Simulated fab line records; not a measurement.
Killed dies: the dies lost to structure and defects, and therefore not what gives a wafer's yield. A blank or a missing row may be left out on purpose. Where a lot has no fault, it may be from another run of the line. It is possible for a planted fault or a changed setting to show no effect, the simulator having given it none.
Code-filled problem report in 8D (eight disciplines) form + flow sky130 + the parts of the form that need people (team, actions taken, sign-off) are left out

== 1. WHAT WENT WRONG ==
Mean METAL5_ALCU_RS at SKY_METAL5_RS_MEAS_05: 0.03182 ohm/sq over 3 wafers in 3 lots; fault-free wafers: 0.02706 ohm/sq, standard deviation 0.00028. That puts it +17 standard deviations away from the usual mean.
The step: measures by four-point-probe.
The first sign was on wafer L753.2 at day 46 21:57, on film metro-01. The record has a number at this step for 30 wafers belonging to 10 lots. Rule for "out" (also "out of limits"): further than 4 standard deviations from the usual mean. Any other wafer with a number is counted as sound.

== 2. WHAT THIS IS AND IS NOT ==
| question                    | is                           | is not                                                                                             |
|-----------------------------|------------------------------|----------------------------------------------------------------------------------------------------|
| which readings at this step | METAL5_ALCU_RS               | -                                                                                                  |
| which lots                  | L753, L754, L755             | L748, L749, L751, L760, L761, L763, L765                                                           |
| which wafers of those lots  | L753.2, L754.6, L755.1       | L753.3, L753.5, L754.4, L754.5, L755.4, L755.5                                                     |
| read on which gauges        | film metro-01, film metro-04 | film metro-03                                                                                      |
| when                        | from day 46 21:57            | up to then (11 sound wafers); but 16 sound wafers of L754, L755, L760, L761, L763, L765 came after |

== 3. SUSPECTS, AND WHAT RULES EACH OUT ==
Counting: any tool at a process step up to the reading remains a suspect provided it ran every lot that is out. Sound lots after the first of them don't rule it out here, since some wafers of a struck lot are sound.
- the gauge at SKY_METAL5_RS_MEAS_05: ruled out. The wafers that are out were read on 2 gauges (film metro-01, film metro-04).
- pvd sputter-02 at SKY_METAL5_SPUTTER_02 (material AlCu, target thk 1150 nm, time 61.2 s): kept. It ran every lot that is out, first L753 (day 46 21:49); its last sound lot up to then is L749 (day 45 16:13).
Remaining after the count: pvd sputter-02 at SKY_METAL5_SPUTTER_02.

== 4. THE CAUSE (what the simulator had put in) ==
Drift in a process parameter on pvd sputter-02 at SKY_METAL5_SPUTTER_02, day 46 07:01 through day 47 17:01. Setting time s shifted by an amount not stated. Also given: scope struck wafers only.
After counting, this tool was the only one left.

== 5. THE EFFECT CHAIN, in route order ==
Each row: a reading where the mean over the struck wafers with a number is more than 3 standard deviations away from the usual. Only readings whose record carries a usual standard deviation are examined. hours: median over the lots of the time between each lot's start at the first step of this table that gives one and its start at this step. sigmas: the change, counted in usual standard deviations.
| hours | step                     | reading         | usual          | on struck wafers | change   | sigmas |
|-------|--------------------------|-----------------|----------------|------------------|----------|--------|
| 0     | SKY_METAL5_RS_MEAS_05    | METAL5_ALCU_RS  | 0.02706 ohm/sq | 0.03182          | +0.00476 | +17    |
| 0     | SKY_METAL5_THK_MEAS_06   | METAL5_ALCU_THK | 1133 nm        | 964              | -169     | -14    |
| 19    | SKY_METAL5_METAL_ETCH_15 | oes product au  | 0.894 a.u.     | 0.835            | -0.059   | -13    |
Here are the process steps it includes:
- SKY_METAL5_METAL_ETCH_15: etches the open film in Cl2/BCl3, stops on SiO2, target depth 1260 nm, time 252 s.

== 6. HOW IT WOULD HAVE BEEN CAUGHT EARLIER ==
In this record the first reading out of limits at a measuring or inspecting step was taken at day 46 21:57, 15 hours after the fault began at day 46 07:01.
No tool reading at SKY_METAL5_SPUTTER_02 that has a usual standard deviation in the record was out on any struck wafer, so an alarm limit of 4 standard deviations on those readings would not have fired.
Among the 3 lots that are out, L754, L755 began SKY_METAL5_SPUTTER_02 on pvd sputter-02 after day 46 21:57. A hold on the tool at that time would have spared those 2.
